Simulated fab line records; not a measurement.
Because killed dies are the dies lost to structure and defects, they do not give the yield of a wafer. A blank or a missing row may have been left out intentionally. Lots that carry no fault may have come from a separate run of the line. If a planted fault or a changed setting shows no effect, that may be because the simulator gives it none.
Chamber matching || flow gf180mcu || GF_STI_ETCH_14 on rie-si-02: 4 sister chambers
The step etches Si in HBr/Cl2/O2, target depth 360 nm, time 102.9 s. 4 wafers are shown with their chamber, then 7 later ones without.

## WAFERS, EACH WITH ITS CHAMBER
{"wafer": "L105.5", "chamber": 2, "throttle-valve-pct (%)": 25.668}
{"wafer": "L105.6", "chamber": 3, "throttle-valve-pct (%)": 25.649}
{"wafer": "L109.1", "chamber": 1, "throttle-valve-pct (%)": 25.647}
{"wafer": "L109.2", "chamber": 0, "throttle-valve-pct (%)": 25.659}

## WAFERS MISSING THEIR CHAMBER
{"wafer": "L109.4", "throttle-valve-pct (%)": 25.651}
{"wafer": "L110.2", "throttle-valve-pct (%)": 25.631}
{"wafer": "L110.4", "throttle-valve-pct (%)": 25.653}
{"wafer": "L110.6", "throttle-valve-pct (%)": 25.674}
{"wafer": "L111.1", "throttle-valve-pct (%)": 25.665}
{"wafer": "L111.3", "throttle-valve-pct (%)": 25.642}
{"wafer": "L111.4", "throttle-valve-pct (%)": 25.662}

## CHAMBER TAKEN BY EACH
{"wafer": "L109.4", "from the rows above": "can't be placed: 3 or 1 or 0", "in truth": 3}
{"wafer": "L110.2", "from the rows above": "can't be placed: 1 or 3 or 0", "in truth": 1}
{"wafer": "L110.4", "from the rows above": "can't be placed: 3 or 0 or 1 or 2", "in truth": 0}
{"wafer": "L110.6", "from the rows above": "can't be placed: 2 or 0", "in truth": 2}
{"wafer": "L111.1", "from the rows above": "can't be placed: 2 or 0 or 3", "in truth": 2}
{"wafer": "L111.3", "from the rows above": "can't be placed: 1 or 3 or 0", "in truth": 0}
{"wafer": "L111.4", "from the rows above": "can't be placed: 0 or 2 or 3 or 1", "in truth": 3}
Correct placement for 0 of the 7. Cannot be placed on the basis of these rows: 7; the candidates contain the true chamber in 7. 0 placed wrongly.
How it was worked out, from the rows above alone: a wafer's distance from a chamber is the root of the sum, over the readings, of the square of ((its reading less the chamber's mean) divided by the reading's scatter). The wafer belongs to the nearest chamber; if the next one is less than 2 further off, it can't be placed. For every chamber, the mean is computed from those of its wafers that are shown. The scatter (one wafer shown for each chamber): square how far every hidden wafer sits from the nearest shown wafer, average those squares and take the square root.
